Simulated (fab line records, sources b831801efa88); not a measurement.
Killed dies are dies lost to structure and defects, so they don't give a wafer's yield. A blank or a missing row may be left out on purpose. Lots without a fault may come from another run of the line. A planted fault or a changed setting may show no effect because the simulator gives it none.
A struck lot beside a sound one | flow sky130 | 16 steps out of a route of 708
Sound: wafers L605.2, L605.3, L605.4. Struck: wafers L618.3, L618.5, L618.6. The cause comes at the end.
At each step with rows: each side's tool, then ch and its chambers, then its first start. Under that, the readings that differ: sound wafers | struck wafers | difference of the means | sigmas: that difference in standard deviations of wafers without a fault.
alike: readings whose means differ by less than 2 such deviations, and words and numbers that are the same on both sides. not compared: withheld readings, readings that some wafer has no value for, bounds like >300 that may hide the same value, and numbers for which the record gives no deviation and whose values overlap.
The two part at a step that has a row with sigmas, a row that says differs or no value, or rows on one side only. Numbers that don't overlap but have no deviation are shown without sigmas and don't part them. A reading that every wafer of one side lacks parts them only if that side has two wafers or more.

SKY_NWELL_RS_MEAS_29: measures by four-point-probe.
  sound on film_metro-03, day 5 16:44; struck on film_metro-04, day 9 02:05
  alike: NWELL_RS
SKY_NWELL_RS_MEAS_31: measures by four-point-probe.
  sound on film_metro-03, day 5 16:58; struck on film_metro-04, day 9 02:19
  alike: PWDE_RS
then, 7 steps without rows for these wafers: SKY_VT_ADJUST_HVTP_DEHYDRATE_00 (time 60 s); SKY_VT_ADJUST_HVTP_HMDS_01 (prime time 60 s); SKY_VT_ADJUST_HVTP_COAT_02 (resist thk 1140 nm); SKY_VT_ADJUST_HVTP_SOFTBAKE_03 (time 60 s); SKY_VT_ADJUST_HVTP_EXPOSE_04 (exposes mask HVTPM, target cd 380 nm); SKY_VT_ADJUST_HVTP_PEB_05; SKY_VT_ADJUST_HVTP_DEVELOP_06 (develop time 60 s).
SKY_VT_ADJUST_HVTP_CD_MEAS_07: target cd 380 nm.
  sound on cd_sem-01, day 6 11:31; struck on cd_sem-02, day 9 23:35
  alike: cd_nm
SKY_VT_ADJUST_HVTP_OVL_MEAS_08:
  sound on overlay-01, day 6 11:37; struck on overlay-02, day 9 23:41
  alike: VT_ADJUST_HVTP_OVL
SKY_VT_ADJUST_HVTP_IMPLANT_09:
  sound on implanter-03 ch 0, day 6 11:41; struck on implanter-01 ch 0, day 9 23:45
  reading            | sound                         | struck                        | difference | sigmas
  dose_ions_cm2      | 4.304e+12 4.299e+12 4.313e+12 | 4.891e+12 4.896e+12 4.895e+12 | +5.887e+11 | +99 or more
  faraday_current_uA | 24.6 23.2 23.4                | 27.0 27.8 28.7                | +4.1       | +8
SKY_VT_ADJUST_HVTP_STRIP_10: strips in O2/N2.
  sound on plasma_asher-03 ch 0,1, day 6 11:48; struck on plasma_asher-02 ch 0,1, day 9 23:53
  reading                      | sound             | struck            | difference | sigmas
  strip_time_to_endpoint_s (s) | 14.14 14.16 14.23 | 14.26 14.27 14.25 | +0.08      | +2
  alike: drypump_motor_current_A, oes_product_au
  not compared: rf_hours_counter_h
SKY_VT_ADJUST_HVTP_TW_MEAS_11:
  sound on film_metro-02, day 6 11:55; struck on film_metro-03, day 9 23:58
  reading           | sound          | struck         | difference | sigmas
  VT_ADJUST_HVTP_TW | 1349 1350 1357 | 1415 1415 1415 | +63        | +7
then, 1 step without rows for these wafers: SKY_VT_ADJUST_LVTN_DEHYDRATE_00 (time 60 s).
-- the record jumps here: 40 days lie between the struck wafers' starts before and after (it left off in module VT_ADJUST_LVTN and takes up again in module PAD_OPEN, whose first step shown is number 708 of the route) --
SKY_PAD_OPEN_PROBE_99:
  sound on prober-01, day 46 05:50; struck on prober-01, day 50 02:34
  reading                                  | sound                | struck        | difference | sigmas
  model.etest.tip_p.rs_ohm_sq              | 6836 6846 6862       | 7080 7200     | +292       |
  model.etest.pfet_01v8.r_on_ohm_um        | 2810 2941 2832       | 3063 3046     | +194       |
  model.etest.pfet_01v8.drive_ua_um        | 199.9 190.4 198.5    | 174.7 178.9   | -19.5      |
  model.etest.pfet_01v8_mvt.drive_ua_um    | 157.9 150.8 153.9    | 136.5 137.5   | -17.2      |
  model.etest.pfet_01v8_hvt.drive_ua_um    | 148.3 140.5 148.3    | 130.7 132.8   | -14.0      |
  model.etest.sram_pfet_latch.drive_ua_um  | 149.1 138.6 145      | 130.8 134     | -11.8      |
  model.etest.pfet_01v8_mvt.off_log10_a_um | -10.24 -10.37 -10.21 | -11.85 -11.88 | -1.59      |
  model.etest.pfet_01v8.off_log10_a_um     | -9.237 -9.877 -9.22  | -11.17 -10.81 | -1.55      |

WHERE THEY PART
First at SKY_VT_ADJUST_HVTP_IMPLANT_09; last, within this record, at SKY_VT_ADJUST_HVTP_TW_MEAS_11.

WHY: what the simulator had put in
Process parameter drift: implanter-01, from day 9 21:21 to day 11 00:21, at SKY_VT_ADJUST_HVTP_IMPLANT_09. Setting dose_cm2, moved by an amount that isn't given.
